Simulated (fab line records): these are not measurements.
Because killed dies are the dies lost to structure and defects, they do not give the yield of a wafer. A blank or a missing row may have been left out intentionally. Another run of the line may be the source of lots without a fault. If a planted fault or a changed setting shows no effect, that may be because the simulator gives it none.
8D (eight disciplines) problem report, filled in by code | flow sky130 | the parts of the form that need people (team, actions taken, sign-off) are left out

## 1. THE PROBLEM
Mean VIA3_HDPCVD_THK at SKY_VIA3_THK_MEAS_01: 1224 nm over 3 wafers in 3 lots; fault-free wafers: 1629 nm, standard deviation 15. Measured from the usual mean, that is -27 standard deviations.
First seen on wafer L707.3, day 43 09:13, on filmMetro-03. The record holds 45 wafers of 15 lots with a number at this step. Rule for "out" (also "out of limits"): further than 4 standard deviations from the usual mean. All remaining wafers that have a number are taken as sound.

## 2. WHAT IT IS; WHAT IT IS NOT
question                    | is                         | is not
which readings at this step | VIA3_HDPCVD_THK            | -
which lots                  | L707, L709, L711           | L692, L693, L695, L696, L698, L700, L703, L704, L705, L708, L714, L715
which wafers of those lots  | L707.3, L709.4, L711.4     | L707.1, L707.6, L709.1, L709.6, L711.1, L711.6
read on which gauges        | filmMetro-02, filmMetro-03 | filmMetro-01
when                        | from day 43 09:13          | up to then (29 sound wafers); but 13 sound wafers of L708, L709, L711, L714, L715 came after

## 3. WHAT RULES OUT EACH SUSPECT
Counting: any tool at a process step up to the reading remains a suspect provided it ran every lot that is out. Sound lots after the first of them don't rule it out here, since some wafers of a struck lot are sound.
- the gauge at SKY_VIA3_THK_MEAS_01: ruled out. 2 gauges (filmMetro-02, filmMetro-03) read the wafers that are out.
- hdpcvd-02 at SKY_VIA3_HDPCVD_00 (deposits SiO2, target thk 1635 nm, time 272.5 s): kept. It ran every lot that is out, first L707 (day 43 09:02); its last sound lot up to then is L705 (day 42 05:58).
The count leaves hdpcvd-02 at SKY_VIA3_HDPCVD_00.

## 4. THE CAUSE (what the simulator had put in)
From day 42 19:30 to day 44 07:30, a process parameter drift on hdpcvd-02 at SKY_VIA3_HDPCVD_00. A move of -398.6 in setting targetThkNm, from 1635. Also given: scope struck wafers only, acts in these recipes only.
The count eliminated every tool but this one.

## 5. THE EFFECT CHAIN, in route order
Rows list readings where the struck wafers' mean (over those with a number) sits beyond 3 standard deviations from the usual. Only readings for which the record gives a usual standard deviation are gone through. hours: the time from each lot's start at the first step in this table that gives one to its start at this step, as a median over the lots. sigmas: the change in usual standard deviations.
hours | step                 | reading         | usual   | on struck wafers | change | sigmas
0     | SKY_VIA3_THK_MEAS_01 | VIA3_HDPCVD_THK | 1629 nm | 1224             | -405   | -27

## 6. HOW IT WOULD HAVE BEEN CAUGHT EARLIER
14 hours passed between the start of the fault at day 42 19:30 and the first reading out of limits at a measuring or inspecting step in this record, taken at day 43 09:13.
Among the 3 lots that are out, L709, L711 began SKY_VIA3_HDPCVD_00 on hdpcvd-02 after day 43 09:13. A hold on the tool at that time would have spared those 2.
